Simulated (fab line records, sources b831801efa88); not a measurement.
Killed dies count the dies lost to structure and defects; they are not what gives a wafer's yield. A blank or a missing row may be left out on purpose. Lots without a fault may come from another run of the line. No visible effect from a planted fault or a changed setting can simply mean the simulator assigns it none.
Which tool did it? / flow gf180mcu / 14 lots with 42 wafers sampled at 4 steps, on a route of 602 steps

WHAT THE GAUGES SHOWED, per wafer
GF_VT_IMPLANT_TW_MEAS_21. Usual: VT_IMPLANT_2_TW typically reads 1215, with standard deviation 8.8.
lot=L947; measured=day 6 07:58; on=film_metro-01; VT_IMPLANT_2_TW=1218 1217 1221; flag=
lot=L948; measured=day 6 13:03; on=film_metro-01; VT_IMPLANT_2_TW=1209 1215 1220; flag=
lot=L950; measured=day 6 23:59; on=film_metro-04; VT_IMPLANT_2_TW=1223 1223 1223; flag=
lot=L951; measured=day 7 06:05; on=film_metro-02; VT_IMPLANT_2_TW=1200 1202 1203; flag=
lot=L952; measured=day 7 08:35; on=film_metro-02; VT_IMPLANT_2_TW=1201 1202 1199; flag=
lot=L958; measured=day 9 03:56; on=film_metro-02; VT_IMPLANT_2_TW=1205 1209 1207; flag=
lot=L959; measured=day 9 08:59; on=film_metro-01; VT_IMPLANT_2_TW=1218 1219 1222; flag=
lot=L965; measured=day 11 07:56; on=film_metro-04; VT_IMPLANT_2_TW=1224 1227 1226; flag=
lot=L964; measured=day 11 09:17; on=film_metro-04; VT_IMPLANT_2_TW=1226 1222 1227; flag=
lot=L966; measured=day 11 18:02; on=film_metro-02; VT_IMPLANT_2_TW=1202 1209 1200; flag=
lot=L967; measured=day 11 21:01; on=film_metro-04; VT_IMPLANT_2_TW=1229 1226 1224; flag=
lot=L968; measured=day 12 04:06; on=film_metro-01; VT_IMPLANT_2_TW=1218 1218 1221; flag=
lot=L970; measured=day 12 09:42; on=film_metro-04; VT_IMPLANT_2_TW=1216 1219 1214; flag=
lot=L969; measured=day 12 12:35; on=film_metro-01; VT_IMPLANT_2_TW=1216 1218 1219; flag=

GF_VT_IMPLANT_RS_MEAS_48: a four-point-probe measurement. Usual: LVPWELL_RS typically reads 1195.7 ohm/sq, with standard deviation 2.7.
lot=L947; measured=day 7 15:10; on=film_metro-01; LVPWELL_RS (ohm/sq)=1192.6 1197.8 1195.9; flag=
lot=L948; measured=day 7 20:38; on=film_metro-03; LVPWELL_RS (ohm/sq)=1194.9 1196.1 1194.1; flag=
lot=L950; measured=day 8 09:32; on=film_metro-01; LVPWELL_RS (ohm/sq)=1193.7 1196.1 1194.1; flag=
lot=L951; measured=day 8 16:34; on=film_metro-03; LVPWELL_RS (ohm/sq)=1197.3 1200.4 1193.8; flag=
lot=L952; measured=day 8 18:05; on=film_metro-02; LVPWELL_RS (ohm/sq)=1193.8 1193.3 1193.2; flag=
lot=L958; measured=day 10 16:35; on=film_metro-03; LVPWELL_RS (ohm/sq)=1195.4 1196.9 1196.1; flag=
lot=L959; measured=day 10 21:26; on=film_metro-02; LVPWELL_RS (ohm/sq)=1194.5 1195.8 1193.2; flag=
lot=L965; measured=day 12 22:52; on=film_metro-02; LVPWELL_RS (ohm/sq)=1194.4 1193.9 1196.2; flag=
lot=L964; measured=day 13 00:55; on=film_metro-01; LVPWELL_RS (ohm/sq)=1200.6 1195.7 1200.9; flag=
lot=L966; measured=day 13 08:30; on=film_metro-02; LVPWELL_RS (ohm/sq)=1191.7 1193.2 1193.8; flag=
lot=L967; measured=day 13 13:07; on=film_metro-02; LVPWELL_RS (ohm/sq)=1193.8 1193.8 1191.8; flag=
lot=L968; measured=day 13 20:04; on=film_metro-01; LVPWELL_RS (ohm/sq)=1199.3 1200.0 1196.4; flag=
lot=L970; measured=day 14 03:04; on=film_metro-03; LVPWELL_RS (ohm/sq)=1194.0 1195.5 1197.1; flag=
lot=L969; measured=day 14 04:55; on=film_metro-02; LVPWELL_RS (ohm/sq)=1190.3 1190.9 1189.5; flag=

GF_HV_LDD_OVL_MEAS_20. Usual: HV_LDD_01_OVL typically reads -1.0 nm, with standard deviation 1.6.
lot=L947; measured=day 10 20:41; on=overlay-01; HV_LDD_01_OVL (nm)=0.1 -1.4 1.2; flag=
lot=L948; measured=day 11 05:29; on=overlay-01; HV_LDD_01_OVL (nm)=-2.0 -1.9 -1.5; flag=
lot=L950; measured=day 11 19:47; on=overlay-02; HV_LDD_01_OVL (nm)=-1.6 1.3 0.7; flag=
lot=L951; measured=day 12 02:12; on=overlay-02; HV_LDD_01_OVL (nm)=-0.3 -2.5 -0.3; flag=
lot=L952; measured=day 12 04:25; on=overlay-01; HV_LDD_01_OVL (nm)=2.9 3.4 0.2; flag=
lot=L958; measured=day 14 06:03; on=overlay-02; HV_LDD_01_OVL (nm)=0.1 0.3 -0.8; flag=
lot=L959; measured=day 14 15:08; on=overlay-01; HV_LDD_01_OVL (nm)=-1.5 -1.3 -2.0; flag=
lot=L965; measured=day 16 19:05; on=overlay-01; HV_LDD_01_OVL (nm)=0.6 -2.1 -1.5; flag=
lot=L964; measured=day 16 20:59; on=overlay-01; HV_LDD_01_OVL (nm)=-0.6 -1.0 1.0; flag=
lot=L966; measured=day 17 06:28; on=overlay-02; HV_LDD_01_OVL (nm)=-1.5 -3.8 1.6; flag=
lot=L967; measured=day 17 11:01; on=overlay-02; HV_LDD_01_OVL (nm)=-0.6 -3.0 0.4; flag=
lot=L968; measured=day 17 17:27; on=overlay-02; HV_LDD_01_OVL (nm)=-1.8 -0.8 -2.9; flag=
lot=L970; measured=day 18 04:32; on=overlay-02; HV_LDD_01_OVL (nm)=-3.4 -2.5 -4.2; flag=
lot=L969; measured=day 18 07:31; on=overlay-02; HV_LDD_01_OVL (nm)=-2.7 -2.1 -2.9; flag=

EACH LOT AND THE TOOL THAT RAN IT (in order: tool; ch and the chambers of the sampled wafers; start)
lot=L947; GF_POLY_GATE_ETCH_13=rie_si-01 ch 1,2, day 9 05:23
lot=L948; GF_POLY_GATE_ETCH_13=rie_si-01 ch 0,1,3, day 9 12:35
lot=L950; GF_POLY_GATE_ETCH_13=rie_si-02 ch 0,2,3, day 10 02:28
lot=L951; GF_POLY_GATE_ETCH_13=rie_si-02 ch 0,3, day 10 10:43
lot=L952; GF_POLY_GATE_ETCH_13=rie_si-01 ch 1,2,3, day 10 13:08
lot=L958; GF_POLY_GATE_ETCH_13=rie_si-01 ch 0,1,2, day 12 11:44
lot=L959; GF_POLY_GATE_ETCH_13=rie_si-01 ch 1,2, day 12 19:50
lot=L965; GF_POLY_GATE_ETCH_13=rie_si-02 ch 0,1,2, day 14 21:53
lot=L964; GF_POLY_GATE_ETCH_13=rie_si-02 ch 1,2,3, day 15 00:28
lot=L966; GF_POLY_GATE_ETCH_13=rie_si-02 ch 0,1,2, day 15 07:56
lot=L967; GF_POLY_GATE_ETCH_13=rie_si-02 ch 0,3, day 15 11:56
lot=L968; GF_POLY_GATE_ETCH_13=rie_si-02 ch 1,2,3, day 15 18:46
lot=L970; GF_POLY_GATE_ETCH_13=rie_si-01 ch 0,2, day 16 02:20
lot=L969; GF_POLY_GATE_ETCH_13=rie_si-02 ch 0,1,3, day 16 06:25
- GF_POLY_GATE_ETCH_13: etches poly-Si in HBr/Cl2, stops on SiO2, target depth 198.5 nm, time 69.6 s.

AS READ BY THE TOOLS THEMSELVES (means over the sampled wafers that have a number; for cases with no such wafer, the mark the record gives instead)
GF_POLY_GATE_ETCH_13. Usual: drypump_motor_current_A 6.0 A, standard deviation 0.47; oes_product_au 0.983 a.u., standard deviation 0.0094; run_length_s 97.8 s, standard deviation 0.41; throttle_valve_pct 33.686 %, standard deviation 0.0098.
lot=L947; tool=rie_si-01; drypump_motor_current_A (A)=6.2; oes_product_au (a.u.)=0.987; run_length_s (s)=97.6; throttle_valve_pct (%)=33.693; flag=
lot=L948; tool=rie_si-01; drypump_motor_current_A (A)=5.7; oes_product_au (a.u.)=0.974; run_length_s (s)=97.9; throttle_valve_pct (%)=33.690; flag=
lot=L950; tool=rie_si-02; drypump_motor_current_A (A)=6.0; oes_product_au (a.u.)=0.984; run_length_s (s)=97.7; throttle_valve_pct (%)=33.687; flag=
lot=L951; tool=rie_si-02; drypump_motor_current_A (A)=5.8; oes_product_au (a.u.)=0.990; run_length_s (s)=98.0; throttle_valve_pct (%)=33.688; flag=
lot=L952; tool=rie_si-01; drypump_motor_current_A (A)=6.1; oes_product_au (a.u.)=0.986; run_length_s (s)=97.9; throttle_valve_pct (%)=33.684; flag=
lot=L958; tool=rie_si-01; drypump_motor_current_A (A)=5.8; oes_product_au (a.u.)=0.973; run_length_s (s)=95.6; throttle_valve_pct (%)=33.683; flag=OFF
lot=L959; tool=rie_si-01; drypump_motor_current_A (A)=6.2; oes_product_au (a.u.)=0.996; run_length_s (s)=95.7; throttle_valve_pct (%)=33.686; flag=OFF
lot=L965; tool=rie_si-02; drypump_motor_current_A (A)=6.3; oes_product_au (a.u.)=0.981; run_length_s (s)=97.8; throttle_valve_pct (%)=33.683; flag=
lot=L964; tool=rie_si-02; drypump_motor_current_A (A)=6.3; oes_product_au (a.u.)=0.986; run_length_s (s)=97.5; throttle_valve_pct (%)=33.681; flag=
lot=L966; tool=rie_si-02; drypump_motor_current_A (A)=6.3; oes_product_au (a.u.)=0.995; run_length_s (s)=98.0; throttle_valve_pct (%)=33.685; flag=
lot=L967; tool=rie_si-02; drypump_motor_current_A (A)=5.8; oes_product_au (a.u.)=0.989; run_length_s (s)=98.3; throttle_valve_pct (%)=33.689; flag=
lot=L968; tool=rie_si-02; drypump_motor_current_A (A)=6.3; oes_product_au (a.u.)=0.985; run_length_s (s)=97.7; throttle_valve_pct (%)=33.685; flag=
lot=L970; tool=rie_si-01; drypump_motor_current_A (A)=5.8; oes_product_au (a.u.)=0.977; run_length_s (s)=97.7; throttle_valve_pct (%)=33.678; flag=
lot=L969; tool=rie_si-02; drypump_motor_current_A (A)=6.2; oes_product_au (a.u.)=0.984; run_length_s (s)=97.8; throttle_valve_pct (%)=33.689; flag=

THE ANSWER, worked out from the rows above alone
Rule: a lot is off if the mean of its wafers that have a number lies more than 3 standard deviations from the usual mean. Also off: a lot with no number at a reading for which 4 or more lots have one. Where the step has rows for the other lots, those lots are counted as sound. Order of review: gauges by route order, followed by the tools' own readings, for which a lot's mean as printed above is used. At the first step where some lot is off, the reading lying furthest off is the one used; lots without a number count as furthest.
Off: L958, L959, at GF_POLY_GATE_ETCH_13 (run_length_s).
A tool fits if, at that step or a process step before it, it ran every lot that is off, and no sound lot after the first of them. No candidate that was tried fits.

WHAT THE SIMULATOR HAD PUT IN
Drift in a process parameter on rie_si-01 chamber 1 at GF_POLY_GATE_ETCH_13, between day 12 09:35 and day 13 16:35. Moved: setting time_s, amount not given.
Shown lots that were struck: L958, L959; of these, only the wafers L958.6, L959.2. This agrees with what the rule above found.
